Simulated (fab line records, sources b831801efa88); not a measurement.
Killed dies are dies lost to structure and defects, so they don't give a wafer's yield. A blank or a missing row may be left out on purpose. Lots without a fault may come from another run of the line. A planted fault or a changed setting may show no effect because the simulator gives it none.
Chamber matching | flow sky130 | SKY_FIELD_ISO_CMP_27 on cmp-01: 4 sister chambers
The step polishes, stops on Si3N4, t overpolish 16 s, target thk 457.8 nm. 8 wafers are shown with their chamber, then 12 later ones without.

WAFERS WITH THEIR CHAMBER
wafer  | chamber | motor_current_A (A) | platen_rpm (rpm)
L086.4 | 3       | 12.1                | 60.03
L088.5 | 3       | 12.8                | 60.01
L088.6 | 2       | 12.0                | 59.98
L089.2 | 1       | 12.1                | 60.02
L089.4 | 2       | 12.4                | 59.98
L090.3 | 1       | 12.5                | 60.04
L090.4 | 0       | 11.2                | 60.02
L090.6 | 0       | 10.5                | 59.96

WAFERS WITHOUT THEIR CHAMBER
wafer  | motor_current_A (A) | platen_rpm (rpm)
L091.1 | 12.7                | 59.94
L091.2 | 11.5                | 60.03
L091.5 | 12.6                | 60.03
L093.1 | 12.3                | 60.02
L093.3 | 11.1                | 60.05
L093.4 | 12.5                | 59.98
L095.2 | 11.9                | 59.99
L095.4 | 12.2                | 60.00
L095.6 | 11.9                | 59.99
L097.1 | 11.0                | 59.93
L097.3 | 12.3                | 59.95
L097.6 | 11.5                | 59.95

WHICH CHAMBER EACH WENT THROUGH
wafer  | from the rows above               | in truth
L091.1 | can't be placed: 2 or 3 or 1      | 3
L091.2 | can't be placed: 1 or 0 or 3 or 2 | 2
L091.5 | can't be placed: 3 or 1 or 2      | 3
L093.1 | can't be placed: 3 or 1 or 2      | 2
L093.3 | can't be placed: 0 or 1 or 3 or 2 | 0
L093.4 | can't be placed: 2 or 3 or 1      | 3
L095.2 | can't be placed: 2 or 3 or 1 or 0 | 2
L095.4 | can't be placed: 2 or 3 or 1      | 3
L095.6 | can't be placed: 2 or 3 or 1 or 0 | 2
L097.1 | can't be placed: 0 or 2           | 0
L097.3 | can't be placed: 2 or 3           | 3
L097.6 | can't be placed: 2 or 0 or 3 or 1 | 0
Placed correctly: 0 of 12. Can't be placed from these rows: 12 (the true chamber is among the candidates in 12). Placed wrongly: 0.
How it was worked out, from the rows above alone: a wafer's distance from a chamber is the root of the sum, over the readings, of the square of ((its reading less the chamber's mean) divided by the reading's scatter). The wafer belongs to the nearest chamber; if the next one is less than 2 further off, it can't be placed. A chamber's mean is the mean of its shown wafers. The scatter: the root of (the sum of the squares of (reading less its chamber's mean) over the shown wafers, divided by (wafers less chambers)).
